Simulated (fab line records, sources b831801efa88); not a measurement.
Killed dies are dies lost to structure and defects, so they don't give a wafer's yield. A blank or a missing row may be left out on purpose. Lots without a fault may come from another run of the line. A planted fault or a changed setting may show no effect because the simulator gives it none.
Problem report in the 8D (eight disciplines) form, filled by code | flow gf180mcu | the parts of the form that need people (team, actions taken, sign-off) are left out

1. THE PROBLEM
rf_fwd_power_W at GF_M5_ETCH_09 reads a mean of 661 W on 6 wafers of 2 lots; wafers without a fault read 787 W with a standard deviation of 4.5. That is -28 standard deviations from the usual mean.
The step: etches Si3N4 in CF4/O2, target depth 52 nm, time 11.6 s.
First seen on wafer L676.3, day 30 20:01, on rie_diel-04. The record holds 36 wafers of 12 lots with a number at this step. Rule for "out", or "out of limits": more than 4 standard deviations from the usual mean. The other wafers with a number count as sound.

2. WHAT IT IS AND WHAT IT IS NOT
question                    | is                             | is not
which readings at this step | rf_fwd_power_W, oes_product_au | O2_flow_sccm
which lots                  | L676, L677                     | L662, L664, L665, L666, L667, L669, L670, L672, L674, L683
which wafers of those lots  | all that have a number         | -
read on which tools         | rie_diel-04                    | rie_diel-01, rie_diel-02
when                        | from day 30 20:01              | up to then (27 sound wafers); but 3 sound wafers of L683 came after

3. SUSPECTS, AND WHAT RULES EACH OUT
Counting: a tool at a process step up to the reading stays a suspect if it ran every lot that is out and no sound lot after the first of them.
- cvd_w-01 at GF_V4_CVD_23 (deposits W, target thk 350 nm, time 104.9 s): kept. It ran every lot that is out, first L676 (day 29 04:50), and no sound lot after that; its last sound lot up to then is L669 (day 27 07:10).
- pvd_sputter-04 at GF_MIM_SPUTTER_03 (material Ti, target thk 10 nm, time 6.7 s): kept. It ran every lot that is out, first L676 (day 29 05:33), and no sound lot after that; its last sound lot up to then is L672 (day 28 06:05).
- rie_diel-04 at GF_M5_ETCH_09 (etches Si3N4 in CF4/O2, target depth 52 nm, time 11.6 s): kept. It ran every lot that is out, first L676 (day 30 20:01), and no sound lot after that; its last sound lot up to then is L674 (day 30 09:01). Its own readings are out on those wafers: oes_product_au, rf_fwd_power_W.
Left after counting: cvd_w-01 at GF_V4_CVD_23, pvd_sputter-04 at GF_MIM_SPUTTER_03, rie_diel-04 at GF_M5_ETCH_09.

4. THE CAUSE (what the simulator had put in)
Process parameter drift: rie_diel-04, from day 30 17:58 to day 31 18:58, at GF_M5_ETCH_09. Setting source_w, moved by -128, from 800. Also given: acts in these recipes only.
Counting left 3 suspects, and this tool is among them.

5. THE CHAIN OF EFFECTS, in route order
Each row: a reading whose mean over the struck wafers that have a number lies more than 3 standard deviations from the usual. Only readings for which the record gives a usual standard deviation are gone through. hours: the time from each lot's start at the first step in this table that gives one to its start at this step, as a median over the lots. sigmas: the change in usual standard deviations.
hours | step          | reading        | usual      | on struck wafers | change | sigmas
0     | GF_M5_ETCH_09 | oes_product_au | 0.997 a.u. | 0.913            | -0.084 | -6.0
0     | GF_M5_ETCH_09 | rf_fwd_power_W | 787 W      | 661              | -126   | -28
The process steps in it:
- GF_M5_ETCH_09: etches Si3N4 in CF4/O2, target depth 52 nm, time 11.6 s.

6. WHAT WOULD HAVE CAUGHT IT SOONER
In this record the first reading out of limits was taken at day 30 20:01, 2 hours after the fault began at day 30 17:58.
